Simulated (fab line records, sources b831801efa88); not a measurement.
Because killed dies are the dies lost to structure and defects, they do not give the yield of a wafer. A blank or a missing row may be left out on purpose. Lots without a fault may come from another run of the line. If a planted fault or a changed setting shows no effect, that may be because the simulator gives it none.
Which tool is to blame? | flow sky130 | 13 lots, 39 wafers sampled, at 7 steps of a route of 708

WHAT EACH GAUGE READ, for each wafer
SKY_LDD_N_OVL_MEAS_07.
lot  | measured     | on         | LDD_N_OVL (nm)
L460 | day 17 19:51 | overlay-01 | 1.5 3.3 2.5
L461 | day 18 06:50 | overlay-01 | -1.5 -0.9 -0.8
L462 | day 18 11:56 | overlay-02 | 2.5 -0.8 0.8
L463 | day 19 03:51 | overlay-02 | -0.8 -0.6 -1.1
L464 | day 19 08:24 | overlay-01 | -1.1 -0.8 -0.2
L465 | day 19 20:30 | overlay-02 | 0.0 2.3 1.5
L468 | day 21 14:53 | overlay-01 | -1.8 0.4 -0.7
L469 | day 21 20:35 | overlay-01 | 1.1 -1.5 0.9
L470 | day 21 21:27 | overlay-01 | -0.5 -1.7 -1.5
L477 | day 24 13:53 | overlay-02 | -0.9 -0.9 0.6
L478 | day 24 18:15 | overlay-02 | 2.4 1.2 1.6
L480 | day 26 01:38 | overlay-02 | 2.8 2.8 1.2
L482 | day 26 16:47 | overlay-01 | 0.5 -0.1 1.3

SKY_SD_P_CD_MEAS_07: the cd target is 380 nm.
lot  | measured     | on        | cd nm (nm)
L460 | day 25 14:38 | cd sem-02 | 381.7 379.7 379.3
L461 | day 26 00:50 | cd sem-01 | 380.4 380.1 382.7
L462 | day 26 04:21 | cd sem-02 | 380.2 383.1 382.9
L463 | day 26 21:02 | cd sem-02 | 375.1 376.6 376.2
L464 | day 26 23:51 | cd sem-01 | 378.0 380.9 380.4
L465 | day 27 11:16 | cd sem-01 | 378.1 379.0 378.4
L468 | day 29 03:55 | cd sem-02 | 384.2 383.6 383.4
L469 | day 29 08:52 | cd sem-01 | 378.0 376.9 379.1
L470 | day 29 10:29 | cd sem-01 | - - -
L477 | day 31 18:23 | cd sem-01 | 381.8 379.9 380.9
L478 | day 31 22:50 | cd sem-02 | 376.6 375.6 378.1
L480 | day 33 05:43 | cd sem-01 | 377.4 379.1 377.8
L482 | day 33 21:35 | cd sem-01 | 379.4 380.8 380.1

SKY_SD_P_TW_MEAS_11.
lot  | measured     | on            | SD_P_TW
L460 | day 25 15:01 | film metro-01 | 2730 2745 2745
L461 | day 26 01:14 | film metro-01 | 2744 2747 2759
L462 | day 26 04:44 | film metro-01 | 2760 2752 2743
L463 | day 26 21:25 | film metro-01 | 2757 2741 2740
L464 | day 27 00:14 | film metro-04 | 2798 2790 2792
L465 | day 27 11:40 | film metro-02 | 2812 2826 2830
L468 | day 29 04:18 | film metro-02 | 2844 2843 2848
L469 | day 29 09:15 | film metro-04 | 2781 2792 2784
L470 | day 29 10:52 | film metro-02 | 30 30 30
L477 | day 31 18:47 | film metro-02 | 2862 2828 2835
L478 | day 31 23:13 | film metro-04 | 2819 2829 2809
L480 | day 33 06:07 | film metro-04 | 2805 2805 2804
L482 | day 33 21:59 | film metro-04 | 2822 2812 2816

SKY_RES_XHIGH_TW_MEAS_09.
lot  | measured     | on            | RES_XHIGH_TW
L460 | day 26 19:59 | film metro-01 | 1581 1597 1589
L461 | day 27 06:02 | film metro-02 | 1633 1636 1637
L462 | day 27 09:48 | film metro-02 | 1639 1636 1630
L463 | day 28 02:19 | film metro-04 | 1618 1619 1620
L464 | day 28 05:27 | film metro-02 | 1624 1627 1630
L465 | day 28 16:26 | film metro-02 | 1627 1626 1625
L468 | day 30 08:14 | film metro-01 | 1590 1594 1588
L469 | day 30 13:24 | film metro-02 | 1637 1633 1653
L470 | day 30 14:15 | film metro-04 | 2865 2853 2849
L477 | day 32 21:37 | film metro-04 | 1609 1611 1613
L478 | day 33 02:21 | film metro-02 | 1647 1650 1651
L480 | day 34 07:51 | film metro-01 | 1587 1581 1581
L482 | day 35 00:35 | film metro-02 | 1638 1634 1635

SKY_LI_CONTACT_OVL_MEAS_13.
lot  | measured     | on         | LI_CONTACT_OVL (nm)
L460 | day 29 05:37 | overlay-01 | 6 8 6
L461 | day 29 15:53 | overlay-02 | 11 0 6
L462 | day 29 20:09 | overlay-02 | 7 8 11
L463 | day 30 12:07 | overlay-01 | 3 6 -2
L464 | day 30 14:01 | overlay-02 | -2 -5 -4
L465 | day 31 01:36 | overlay-01 | -10 -10 -11
L468 | day 32 16:10 | overlay-02 | -5 -4 -3
L469 | day 32 20:34 | overlay-01 | 1 -2 4
L470 | day 32 22:09 | overlay-02 | -7 -3 -3
L477 | day 35 04:15 | overlay-02 | -3 7 2
L478 | day 35 09:00 | overlay-02 | 9 12 2
L480 | day 36 13:22 | overlay-02 | -5 -3 0
L482 | day 37 07:10 | overlay-01 | 0 -3 7

TOOL THAT RAN EACH LOT (tool first, then ch and the chambers of the sampled wafers, then the start)
lot  | SKY_POLY_CUT_ETCH_10               | SKY_SD_P_EXPOSE_04
L460 | rie diel-01 ch 0,2,3, day 24 08:57 | iline stepper-02 ch 0, day 24 23:29
L461 | rie diel-04 ch 0,1,2, day 24 19:08 | iline stepper-01 ch 0, day 25 09:59
L462 | rie diel-03 ch 0,2,3, day 24 23:00 | iline stepper-02 ch 0, day 25 13:34
L463 | rie diel-03 ch 0,1, day 25 15:44   | iline stepper-02 ch 0, day 26 06:36
L464 | rie diel-03 ch 0,2,3, day 25 18:32 | iline stepper-01 ch 0, day 26 09:16
L465 | rie diel-01 ch 2,3, day 26 06:29   | iline stepper-02 ch 0, day 26 21:11
L468 | rie diel-04 ch 1,2, day 27 23:29   | iline stepper-01 ch 0, day 28 14:11
L469 | rie diel-03 ch 2,3, day 28 05:11   | iline stepper-02 ch 0, day 28 19:17
L470 | rie diel-04 ch 0,1, day 28 06:08   | iline stepper-01 ch 0, day 28 20:42
L477 | rie diel-04 ch 1,2,3, day 30 16:11 | iline stepper-01 ch 0, day 31 05:09
L478 | rie diel-04 ch 0,2,3, day 30 20:47 | iline stepper-02 ch 0, day 31 09:26
L480 | rie diel-01 ch 1,3, day 32 02:20   | iline stepper-01 ch 0, day 32 16:34
L482 | rie diel-01 ch 1,3, day 32 18:38   | iline stepper-01 ch 0, day 33 08:07
- SKY_POLY_CUT_ETCH_10: etches BARC in N2/H2, stops on SiO2, time 45.9 s, target depth 60 nm.
- SKY_SD_P_EXPOSE_04: exposes mask PSDM, target cd 380 nm.

AS READ BY THE TOOLS THEMSELVES (means over the sampled wafers that have a number; for cases with no such wafer, the mark the record gives instead)
SKY_POLY_CUT_ETCH_10.
lot  | tool        | drypump motor current A (A) | oes product au (a.u.) | throttle valve pct (%)
L460 | rie diel-01 | 6.0                         | 0.855                 | 13.226
L461 | rie diel-04 | 5.5                         | 0.853                 | 13.223
L462 | rie diel-03 | 5.5                         | 0.852                 | 13.222
L463 | rie diel-03 | 5.3                         | 0.857                 | 13.210
L464 | rie diel-03 | 5.5                         | 0.850                 | 13.230
L465 | rie diel-01 | 6.3                         | 0.859                 | 13.220
L468 | rie diel-04 | 5.4                         | 0.857                 | 13.224
L469 | rie diel-03 | 5.8                         | 0.854                 | 13.231
L470 | rie diel-04 | 5.4                         | 0.855                 | 13.222
L477 | rie diel-04 | 5.4                         | 0.860                 | 13.222
L478 | rie diel-04 | 5.4                         | 0.854                 | 13.228
L480 | rie diel-01 | 6.6                         | 0.852                 | 13.224
L482 | rie diel-01 | 6.5                         | 0.857                 | 13.229

SKY_SD_P_EXPOSE_04.
lot  | tool             | reticle temp C (C)
L460 | iline stepper-02 | 22.97
L461 | iline stepper-01 | 22.96
L462 | iline stepper-02 | 23.04
L463 | iline stepper-02 | 23.07
L464 | iline stepper-01 | 23.07
L465 | iline stepper-02 | 23.08
L468 | iline stepper-01 | 22.90
L469 | iline stepper-02 | 22.80
L470 | iline stepper-01 | 23.01
L477 | iline stepper-01 | 23.07
L478 | iline stepper-02 | 22.91
L480 | iline stepper-01 | 23.07
L482 | iline stepper-01 | 23.16

THE ANSWER, worked out from the rows above alone
Rule: what is usual is taken from the lots themselves. The widest of any qualifying gaps counts: lots, ordered by their means at a reading, are off when they make up no more than a third of the lots, leave a main group of 4 or more, and stand apart from it by 3 or more times the standard deviation of that group's means. A main group is skipped when, at the precision printed for the reading in the tables above, its means are all equal. Also off: a lot with no number at a reading for which 4 or more lots have one. All remaining lots with rows at the step are treated as sound. The gauges are gone through in route order, then the tools' own readings, and for those a lot's mean is taken as printed above. The first step at which some lot is off is used, and at that step the reading that is off furthest; a lot without a number counts as furthest.
Off, at SKY_SD_P_CD_MEAS_07 on cd nm: L470. Without a number there: L470. For the main group the mean is 379.6 nm and the standard deviation 2.1.
If a tool, at a process step before that reading, ran all the lots that are off and no sound lot after the first of them, it fits. The gauges at SKY_SD_P_CD_MEAS_07 aren't tried: what is off there is off at SKY_SD_P_TW_MEAS_11 too, on other tools, and a gauge's error can't cause that. Of those tried, none fits.

WHAT THE SIMULATOR HAD INSERTED
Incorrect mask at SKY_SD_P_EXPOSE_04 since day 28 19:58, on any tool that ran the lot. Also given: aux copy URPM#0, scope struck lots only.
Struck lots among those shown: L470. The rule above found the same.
